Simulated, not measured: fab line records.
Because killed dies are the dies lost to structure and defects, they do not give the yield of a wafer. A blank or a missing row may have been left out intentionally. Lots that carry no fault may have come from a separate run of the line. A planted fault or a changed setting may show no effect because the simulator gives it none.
A struck lot beside a sound one    flow gf180mcu    22 out of 602 route steps
Sound: the wafers L434.1, L434.3, L434.5. Wafers struck: L427.2, L427.3, L427.4. The cause comes at the end.
For every step that has rows: the tool of each side, followed by ch and its chambers, followed by its first start. Under that, the readings that differ: sound wafers    struck wafers    difference of the means    sigmas: that difference in standard deviations of wafers without a fault.
alike: a reading whose means differ by less than 2 such deviations, as well as words and numbers matching on both sides. not compared: withheld readings; readings where some wafer has no value; bounds like >300 that might hide an equal value; numbers whose values overlap and for which the record gives no deviation.
The two part at a step that has a row with sigmas, a row that says differs or no value, or rows on one side only. Numbers that don't overlap but have no deviation are shown without sigmas and don't part them. A reading that every wafer of one side lacks parts them only if that side has two wafers or more.

first, 3 steps without rows for these wafers: GF_M4_STRIP_18 (strips in post etch residue remover, time 1200 s); GF_M4_CLEAN_19 (cleans in DIW); GF_V4_CVD_00 (deposits SiO2, target thk 600 nm, time 100 s).
GF_V4_THK_MEAS_01:
  sound on filmMetro-03 at day 26 19:20; struck on filmMetro-04 at day 24 08:25
  alike: V4_CVD_00_THK
GF_V4_CVD_02: deposits SiO2 from TEOS, target thk 850 nm, time 94.851 s.
  sound on pecvd-02 ch 0,1,2, day 26 19:24; struck on pecvd-03 ch 0,1, day 24 08:28
  alike: heaterPowerW
GF_V4_THK_MEAS_03:
  sound on filmMetro-01 at day 26 19:28; struck on filmMetro-04 at day 24 08:35
  alike: V4_CVD_02_THK
GF_V4_CMP_04: polishes SiO2.
  sound on cmp-02 ch 0,2,3, day 26 19:32; struck on cmp-02 ch 1,2,3, day 24 08:38
  alike: motorCurrentA, retainingRingPressureFrac, slurryFilterDpKPa, timeToEndpointS
GF_V4_BOW_MEAS_05:
  sound on filmMetro-01 at day 26 19:50; struck on filmMetro-01 at day 24 08:57
  alike: V4_BOW
then, 4 steps without rows for these wafers: GF_V4_DEHYDRATE_06 (time 60 s); GF_V4_HMDS_07 (prime time 60 s); GF_V4_COAT_08; GF_V4_COAT_09 (resist thk 1000 nm).
GF_V4_SOFTBAKE_10: time 60 s.
  sound on lithoTrack-03 ch 0, day 27 05:00; struck on lithoTrack-04 ch 0, day 24 20:00
reading                sound                 struck                difference  sigmas
heaterPowerTotalW (W)  93.05 93.06 93.17     92.07 92.22 92.29     -0.90       -15
plateTempC (C)         129.88 130.17 129.92  129.14 128.97 129.10  -0.92       -7
  alike: exhaustPa
then, 3 steps without rows for these wafers: GF_V4_EXPOSE_11 (exposes mask Via4, target cd 260 nm); GF_V4_PEB_12 (peb time 90 s); GF_V4_DEVELOP_13 (develop time 60 s).
GF_V4_CD_MEAS_14: the cd target is 260 nm.
  sound on cdSem-02 at day 27 16:09; struck on cdSem-02 at day 25 06:55
reading    sound              struck             difference  sigmas
cdNm (nm)  260.3 260.9 259.4  259.3 257.5 257.1  -2.2        -2
  not compared: hold
GF_V4_OVL_MEAS_15:
  sound on overlay-02 at day 27 16:16; struck on overlay-01 at day 25 07:01
  alike: V4_OVL
GF_V4_ETCH_16: etches BARC in N2/H2.
  sound on rieDiel-02 ch 1,3, day 27 16:19; struck on rieDiel-02 ch 0,2,3, day 25 07:03
reading             sound            struck             difference  sigmas
model.V4.cdNm (nm)  259.6 261 260.1  258.9 257.9 257.1  -2.3        
  alike: chamberPressureMTorr, drypumpMotorCurrentA, h2FlowSccm, oesProductAu, throttleValvePct
GF_V4_ETCH_17: etches SiO2 in C4F8/O2/Ar, stops on TiN, target depth 630 nm.
  sound on rieDiel-02 ch 1,3; struck on rieDiel-02 ch 0,2,3
reading             sound            struck             difference  sigmas
model.V4.cdNm (nm)  259.6 261 260.5  258.8 257.9 257.2  -2.4        
  alike: chamberPressureMTorr, oesProductAu
GF_V4_STRIP_18: strips in O2/N2.
  sound on plasmaAsher-01 ch 0, day 27 16:26; struck on plasmaAsher-02 ch 0,1, day 25 07:11
reading                   sound        struck       difference  sigmas
drypumpMotorCurrentA (A)  6.3 6.3 6.3  5.3 5.0 5.4  -1.1        -2
  alike: chamberPressureMTorr, heaterPowerW, oesProductAu
  not compared: rfHoursCounterH
-- the record jumps here: 5 days lie between the struck wafers' starts before and after (it left off in module V4 and takes up again in module PASSIVATION, whose first step shown is number 602 of the route) --
GF_PASSIVATION_PROBE_99:
  record: rows for the struck wafers here (prober-01, day 29 19:48), none for the sound ones

== WHERE THEY PART ==
Earliest at GF_V4_SOFTBAKE_10; latest, in this record, at GF_PASSIVATION_PROBE_99.

WHY: whatever the simulator had introduced
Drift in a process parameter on lithoTrack-04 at GF_V4_SOFTBAKE_10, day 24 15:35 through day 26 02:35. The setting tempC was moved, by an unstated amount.
